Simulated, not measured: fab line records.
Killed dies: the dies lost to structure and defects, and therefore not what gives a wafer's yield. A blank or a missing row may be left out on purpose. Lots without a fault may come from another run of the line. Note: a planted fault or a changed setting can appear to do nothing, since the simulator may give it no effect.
fab line records	flow sky130
record lots=5	wafers=15	lastDay=50
route steps=708 shown LI_CONTACT@370 PAD_OPEN@708
lots untouched by any fault: they come from a run of this same line in which no faults occurred
startH: the number of hours between the record's first day and the start of the first shown wafer of the lot	waitH: hours since the lot's step before	" identical to the entry in the row above	L1.1+2: a row that stands for several wafers	- either no value or no given start	* or withheld: withheld	< > ~ a bound
route shown NAME@n: NAME is a module with steps in the file, n the number in the route of the first one	usual: the fault-free wafers' mean and standard deviation	same: alike in all rows	chamber/n: place in a boat	sites: per-site readings	_std_site: their standard deviation	_edge_site: mean of outer sites minus mean of inner sites	radiusMm: how far each site lies from the wafer's centre	mask NAME#n: copy n	behind: tool/chamber where the wafer was last shaped	hold: what put the lot on hold/how long, in hours/how the hold closed	device: whichever transistor did not switch (one of n, p or np)	end of line: at the end of the route, the tests of the same wafers	step lacking rows: just its recipe	killed: dies lost to structure and defects at the first sort, not the wafer's yield	map: dies across one wafer; x = killed, . = not, _ = none there
set.NAME: the setting the step ran with; set.NAME@STEP: the setting that earlier step ran with	model.NAME: the simulator's own value behind a step, which no gauge read
a table for each step, a row for each wafer; lots at some steps of the route
services: a tool's chamber out of use, with start hour (startH, from the record's first day; less than 0 if before it), hours out, and reason
## steps
# step SKY_LI_CONTACT_SOFTBAKE_08
# recipe tempC=100	timeS=90	resist=KrF-thick
# step SKY_LI_CONTACT_EXPOSE_09
# recipe maskId=LICM1	na=0.8	sourceShape=annular	sigmaInner=0.55	sigmaOuter=0.85	targetCdNm=170	doseMj=38
# step SKY_LI_CONTACT_PEB_10
# recipe pebTempC=withheld	pebTimeS=withheld	resist=KrF-thick
# step SKY_LI_CONTACT_DEVELOP_11
# recipe developTimeS=60	resist=KrF-thick	devTempC=21
# step SKY_LI_CONTACT_CD_MEAS_12
# recipe targetCdNm=170
# usual cdNm=170.1/1.4
lot.wafer	tool	chamber	startH	waitH	cdNm
L414.4	cdSem-02	-	700.81	-	170.1
L414.5	"	-	"	"	169.8
L414.6	"	-	"	"	169.3
L420.2	cdSem-01	-	752.02	-	171.3
L420.3	"	-	"	"	169.7
L420.5	"	-	"	"	170.8
L421.3	cdSem-01	-	756.50	-	167.0
L421.5	"	-	"	"	167.9
L421.6	"	-	"	"	167.5
L432.2	cdSem-01	-	834.93	-	170.1
L432.3	"	-	"	"	170.2
L432.6	"	-	"	"	169.1
L433.1	cdSem-01	-	843.85	-	170.6
L433.5	"	-	"	"	169.6
L433.6	"	-	"	"	170.4
# step SKY_LI_CONTACT_OVL_MEAS_13
# usual LI_CONTACT_OVL=0/5.6
lot.wafer	tool	chamber	startH	waitH	LI_CONTACT_OVL[nm]
L414.4	overlay-01	-	700.89	0.1	5
L414.5	"	-	"	"	0
L414.6	"	-	"	"	0
L420.2	overlay-01	-	752.13	0.1	2
L420.3	"	-	"	"	-1
L420.5	"	-	"	"	5
L421.3	overlay-01	-	756.59	0.1	4
L421.5	"	-	"	"	6
L421.6	"	-	"	"	4
L432.2	overlay-02	-	835.04	0.1	-4
L432.3	"	-	"	"	1
L432.6	"	-	"	"	5
L433.1	overlay-02	-	843.97	0.1	4
L433.5	"	-	"	"	7
L433.6	"	-	"	"	9
# step SKY_LI_CONTACT_ETCH_14
# recipe chemistry=N2/H2	target=BARC	ionEnergyEv=200	sourceW=500	biasW=100	pressureMtorr=30	n2FlowSccm=100	h2FlowSccm=200	stopOn=SiO2	timeS=45.9	targetDepthA=600
# usual drypumpMotorCurrentA=5.5/0.38	oesProductAu=0.854/0.0046	throttleValvePct=13.225/0.0092
lot.wafer	tool	chamber	startH	waitH	drypumpMotorCurrentA	oesProductAu	rfHoursCounterH	throttleValvePct
L414.4	rieDiel-03	0	700.91	0.0	5.9	0.854	9	13.217
L414.5	"	1	"	"	5.6	0.846	-	13.219
L414.6	"	0	"	"	5.9	0.855	-	13.238
L420.2	rieDiel-03	1	752.16	0.0	5.5	0.871	10	13.223
L420.3	"	3	"	"	5.4	0.855	13	13.240
L420.5	"	1	"	"	5.5	0.852	-	13.219
L421.3	rieDiel-01	3	756.62	0.0	5.0	0.859	2	13.234
L421.5	"	3	"	"	5.0	0.860	-	13.223
L421.6	"	0	"	"	5.5	0.856	-	13.228
L432.2	rieDiel-01	0	835.07	0.0	5.5	0.858	5	13.223
L432.3	"	1	"	"	5.9	0.852	4	13.222
L432.6	"	1	"	"	5.9	0.854	-	13.209
L433.1	rieDiel-04	1	844.00	0.0	4.8	0.859	14	13.228
L433.5	"	2	"	"	5.4	0.851	-	13.212
L433.6	"	1	"	"	4.8	0.854	-	13.215
# step SKY_LI_CONTACT_ETCH_15
# recipe target=PSG	chemistry=C4F8/O2/Ar	stopOn=Si	taperDeg=4.15	maskMaterial=KrF-thick	sourceW=1523	biasW=1200	pressureMtorr=40	c4f8FlowSccm=withheld	O2_flow_sccm=6	Ar_flow_sccm=300	timeS=withheld	targetDepthA=6000
# usual oesProductAu=0.848/0.0047
lot.wafer	tool	chamber	startH	waitH	oesProductAu
L414.4	rieDiel-03	0	700.95	0.0	0.851
L414.5	"	1	"	"	0.849
L414.6	"	0	"	"	0.852
L420.2	rieDiel-03	1	752.20	0.0	0.843
L420.3	"	3	"	"	0.838
L420.5	"	1	"	"	0.842
L421.3	rieDiel-01	3	756.66	0.0	0.844
L421.5	"	3	"	"	0.855
L421.6	"	0	"	"	0.851
L432.2	rieDiel-01	0	835.11	0.0	0.848
L432.3	"	1	"	"	0.839
L432.6	"	1	"	"	0.839
L433.1	rieDiel-04	1	844.04	0.0	0.848
L433.5	"	2	"	"	0.847
L433.6	"	1	"	"	0.848
# step SKY_LI_CONTACT_STRIP_16
# recipe chemistry=O2/N2	powerW=1400	pressureMtorr=1500	platenTempC=withheld	o2FlowSccm=3000	n2FlowSccm=300	overashFraction=0.5
# usual drypumpMotorCurrentA=5.5/0.56	oesProductAu=0.375/0.0052	stripTimeToEndpointS=3.492/0.023
lot.wafer	tool	chamber	startH	waitH	drypumpMotorCurrentA	oesProductAu	rfHoursCounterH	stripTimeToEndpointS
L414.4	plasmaAsher-03	1	701.07	-	4.7	0.380	-	3.476
L414.5	"	0	"	"	5.7	0.375	-	3.475
L414.6	"	1	"	"	4.6	0.375	-	3.502
L420.2	plasmaAsher-01	1	752.28	-	5.5	0.382	33	3.475
L420.3	"	1	"	"	5.5	0.376	-	3.506
L420.5	"	0	"	"	5.0	0.373	-	3.473
L421.3	plasmaAsher-04	0	756.78	-	6.4	0.367	-	3.458
L421.5	"	0	"	"	6.3	0.383	-	3.461
L421.6	"	1	"	"	5.4	0.375	-	3.483
L432.2	plasmaAsher-01	0	835.20	-	5.0	0.372	36	3.494
L432.3	"	1	"	"	5.5	0.370	-	3.471
L432.6	"	0	"	"	4.9	0.377	-	3.504
L433.1	plasmaAsher-03	1	844.13	-	4.7	0.374	72	3.497
L433.5	"	1	"	"	4.6	0.382	-	3.506
L433.6	"	0	"	"	5.7	0.369	-	3.475
# step SKY_LI_CONTACT_CLEAN_17
# recipe chemistry=NMP	timeS=600	tempC=60	dry=n2Spin
# step SKY_LI_CONTACT_PRE_CLEAN_18
# recipe gas=Ar	timeS=5.6	biasV=358
# step SKY_LI_CONTACT_SPUTTER_19
# recipe material=Ti	targetThkNm=20	chamberPressurePa=5	powerW=2500	substrateTempC=200	timeS=106.37
# usual throttleValvePct=29.6/1
lot.wafer	tool	chamber	startH	waitH	throttleValvePct
L414.4	pvdSputter-03	-	701.33	0.0	29.1
L414.5	"	-	"	"	30.0
L414.6	"	-	"	"	29.3
L420.2	pvdSputter-03	-	752.59	0.0	29.5
L420.3	"	-	"	"	29.6
L420.5	"	-	"	"	29.1
L421.3	pvdSputter-01	-	757.06	0.0	29.5
L421.5	"	-	"	"	29.6
L421.6	"	-	"	"	29.3
L432.2	pvdSputter-01	-	835.51	0.0	28.5
L432.3	"	-	"	"	29.8
L432.6	"	-	"	"	32.1
L433.1	pvdSputter-01	-	844.63	0.0	28.5
L433.5	"	-	"	"	32.4
L433.6	"	-	"	"	28.5
# step SKY_LI_CONTACT_SPUTTER_20
# recipe material=TiN	targetThkNm=20	chamberPressurePa=5	powerW=4000	timeS=80
# usual throttleValvePct=29.6/1
lot.wafer	tool	chamber	startH	waitH	throttleValvePct	model.TiN_of_LI_CONTACT_SPUTTER_20.thkNm
L414.4	pvdSputter-03	-	701.40	0.0	28.4	20.32
L414.5	"	-	"	"	29.5	20.4
L414.6	"	-	"	"	29.4	20.55
L420.2	pvdSputter-03	-	752.67	0.0	29.6	20.1
L420.3	"	-	"	"	29.6	19.93
L420.5	"	-	"	"	28.9	19.91
L421.3	pvdSputter-01	-	757.13	0.0	29.5	17.81
L421.5	"	-	"	"	29.6	20.45
L421.6	"	-	"	"	29.3	18
L432.2	pvdSputter-01	-	835.58	0.0	28.5	19.98
L432.3	"	-	"	"	29.7	20.09
L432.6	"	-	"	"	32.1	19.95
L433.1	pvdSputter-01	-	844.71	0.0	28.6	19.93
L433.5	"	-	"	"	32.4	19.78
L433.6	"	-	"	"	28.3	20.27
# step SKY_LI_CONTACT_CVD_21
# recipe material=W	targetThkNm=400	timeS=120.56	tempC=400	pressureTorr=40
# usual heaterPowerW=768/21
lot.wafer	tool	chamber	startH	waitH	heaterPowerW
L414.4	cvdW-02	1	701.59	0.2	769
L414.5	"	1	"	"	762
L414.6	"	1	"	"	754
L420.2	cvdW-01	0	752.73	0.0	770
L420.3	"	1	"	"	768
L420.5	"	1	"	"	712
L421.3	cvdW-01	0	757.23	0.1	737
L421.5	"	0	"	"	775
L421.6	"	1	"	"	741
L432.2	cvdW-01	0	835.64	0.0	775
L432.3	"	0	"	"	759
L432.6	"	0	"	"	778
L433.1	cvdW-02	0	844.77	0.0	797
L433.5	"	0	"	"	792
L433.6	"	1	"	"	803
# step SKY_PAD_OPEN_PROBE_99
# usual killed_at_M0_to_M3=43/6.9	killed_at_M4_up=3.2/2	killedAtContacts=25/5.1	killedAtFrontEnd=15/4.5	killedAtOther=0.2/0.51	killedDies=85/9.5	killedOpen=48/6.9	killedShort=38/6.7
# same grossDies=492	killedAtBackSide=0
lot.wafer	tool	chamber	startH	waitH	killed_at_M0_to_M3	killed_at_M4_up	killedAtContacts	killedAtFrontEnd	killedAtOther	killedDies	killedOpen	killedShort
L414.4	prober-01	-	1094.10	0.2	35	4	22	11	0	72	38	34
L414.5	prober-01	-	1094.15	0.2	50	5	25	12	0	92	42	50
L414.6	prober-01	-	1094.20	0.2	44	2	28	20	1	95	49	46
L420.3	prober-01	-	1129.76	0.2	39	3	31	13	0	86	45	41
L421.3	prober-02	-	1132.32	0.2	49	2	21	9	0	81	40	41
L421.5	prober-02	-	1132.42	0.2	42	1	29	14	0	86	51	35
L421.6	prober-02	-	1132.47	0.2	45	3	29	16	1	94	49	45
# killed by level:class
L414.4 LI_CONTACT:geometricParticle:open=8 VIA1:geometricParticle:open=7 CONTACT:geometricParticle:open=5 VIA2:geometricParticle:open=5 POLY_GATE:geometricParticle:open=4 CONTACT:geometricParticle:short=4 METAL3:geometricParticle:short=4 VIA1:geometricParticle:short=4
L414.5 METAL1:geometricParticle:short=10 VIA2:geometricParticle:open=9 CONTACT:geometricParticle:open=8 VIA1:geometricParticle:open=8 LOCAL_INTERCONNECT:geometricParticle:short=7 VIA3:geometricParticle:open=5 LI_CONTACT:geometricParticle:open=5 VIA3:geometricParticle:short=5
L414.6 VIA1:geometricParticle:open=12 CONTACT:geometricParticle:open=11 LI_CONTACT:geometricParticle:open=8 METAL1:geometricParticle:short=7 METAL2:geometricParticle:short=7 POLY_GATE:geometricParticle:short=6 LI_CONTACT:geometricParticle:short=6 FIELD_ISO:geometricParticle:short=4
L420.3 CONTACT:geometricParticle:short=10 CONTACT:geometricParticle:open=9 VIA3:geometricParticle:open=9 VIA2:geometricParticle:open=8 VIA1:geometricParticle:open=7 LI_CONTACT:geometricParticle:open=5 METAL1:geometricParticle:short=5 LOCAL_INTERCONNECT:geometricParticle:short=4
L421.3 VIA1:geometricParticle:open=10 METAL1:geometricParticle:short=8 CONTACT:geometricParticle:open=8 VIA3:geometricParticle:open=8 VIA1:geometricParticle:short=6 METAL2:geometricParticle:short=6 LI_CONTACT:geometricParticle:open=4 LOCAL_INTERCONNECT:geometricParticle:short=4
L421.5 VIA1:geometricParticle:open=10 CONTACT:geometricParticle:open=10 LI_CONTACT:geometricParticle:open=7 CONTACT:geometricParticle:short=6 VIA1:geometricParticle:short=6 VIA2:geometricParticle:open=6 POLY_GATE:geometricParticle:open=5 VIA3:geometricParticle:open=5
L421.6 METAL2:geometricParticle:short=9 LI_CONTACT:geometricParticle:open=8 VIA1:geometricParticle:open=8 CONTACT:geometricParticle:open=7 FIELD_ISO:geometricParticle:open=6 LOCAL_INTERCONNECT:geometricParticle:short=6 VIA3:geometricParticle:open=6 CONTACT:geometricParticle:short=5
## services
tool	chamber	startH	hours	kind
cvdW-02	0	689.89	15.0	repair
plasmaAsher-04	-	719.60	3.7	repair
rieDiel-04	2	726.20	6.3	repair
rieDiel-03	2	735.45	9.5	repair
rieDiel-03	-	754.69	4.3	pm
cvdW-02	0	757.11	6.4	repair
rieDiel-04	2	761.29	6.1	repair
plasmaAsher-01	-	769.67	47.9	repair
plasmaAsher-03	-	790.26	19.0	repair
rieDiel-03	3	796.82	8.6	repair
rieDiel-03	0	797.94	14.8	repair
plasmaAsher-01	-	804.78	1.5	repair
rieDiel-03	2	805.35	5.2	repair
rieDiel-03	-	807.17	1.9	repair
pvdSputter-03	0	812.34	-	consumableReplace:kit
pvdSputter-03	0	812.34	18.0	scheduledDown
plasmaAsher-04	-	819.50	62.9	repair
pvdSputter-03	-	822.34	6.6	repair
rieDiel-03	3	823.25	1.6	repair
pvdSputter-01	3	832.59	-	consumableReplace:kit
pvdSputter-01	3	832.59	18.0	scheduledDown
pvdSputter-01	3	832.59	18.0	ventCycle
rieDiel-01	1	839.89	2.3	repair
rieDiel-04	2	844.41	4.4	repair
## key
firstSign none at tools or gauges
modelEffect step=SKY_LI_CONTACT_SPUTTER_20	value=TiN_of_LI_CONTACT_SPUTTER_20.thkNm	without=20.53	struck=17.91
metAt SKY_LI_CONTACT_SPUTTER_20
struckWafers L421.3,L421.6
testerLeftOut L421
fault kind=processParameterDrift	tool=pvdSputter-01	chamber=-	onsetH=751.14	steps=SKY_LI_CONTACT_SPUTTER_20	channel=timeS	offset=*	shape=step	endH=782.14	actsIn=*	stated=*	scope=struckWafersOnly
# testerLeftOut: of these lots the tester's yield and bins aren't shown, on N5 and GAA mostly nor the transistor test; their killed dies are dies lost to structure and defects alone, not to doping, threshold or leakage, so they don't give the yield
